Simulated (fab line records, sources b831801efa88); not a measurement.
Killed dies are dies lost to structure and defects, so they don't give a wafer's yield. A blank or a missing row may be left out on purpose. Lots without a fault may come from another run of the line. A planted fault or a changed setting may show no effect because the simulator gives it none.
Chamber matching | flow gf180mcu | GF_STI_ETCH_14 on rie_si-01: 4 sister chambers
The step etches Si in HBr/Cl2/O2, target depth 360 nm, time 102.9 s. 8 wafers are shown with their chamber, then 7 later ones without.

WAFERS WITH THEIR CHAMBER
wafer  | chamber | drypump_motor_current_A (A) | he_backside_leak_sccm (sccm)
L588.6 | 3       | 5.0                         | 2.53
L595.4 | 1       | 6.2                         | 2.64
L596.1 | 2       | 5.2                         | 2.69
L601.1 | 0       | 6.5                         | 2.71
L601.2 | 2       | 5.2                         | 2.63
L601.3 | 3       | 5.0                         | 2.77
L604.1 | 0       | 6.5                         | 2.28
L604.2 | 1       | 6.3                         | 2.63

WAFERS WITHOUT THEIR CHAMBER
wafer  | drypump_motor_current_A (A) | he_backside_leak_sccm (sccm)
L604.4 | 5.0                         | 2.75
L605.1 | 5.1                         | 2.56
L605.2 | 6.3                         | 2.66
L605.4 | 5.3                         | 2.79
L606.2 | 5.1                         | 2.78
L606.3 | 6.5                         | 2.32
L606.6 | 5.2                         | 2.49

WHICH CHAMBER EACH WENT THROUGH
wafer  | from the rows above     | in truth
L604.4 | 3                       | 3
L605.1 | can't be placed: 3 or 2 | 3
L605.2 | 1                       | 1
L605.4 | 2                       | 2
L606.2 | can't be placed: 2 or 3 | 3
L606.3 | 0                       | 0
L606.6 | 2                       | 2
Placed correctly: 5 of 7. Can't be placed from these rows: 2 (the true chamber is among the candidates in 2). Placed wrongly: 0.
How it was worked out, from the rows above alone: a wafer's distance from a chamber is the root of the sum, over the readings, of the square of ((its reading less the chamber's mean) divided by the reading's scatter). The wafer belongs to the nearest chamber; if the next one is less than 2 further off, it can't be placed. A chamber's mean is the mean of its shown wafers. The scatter: the root of (the sum of the squares of (reading less its chamber's mean) over the shown wafers, divided by (wafers less chambers)).
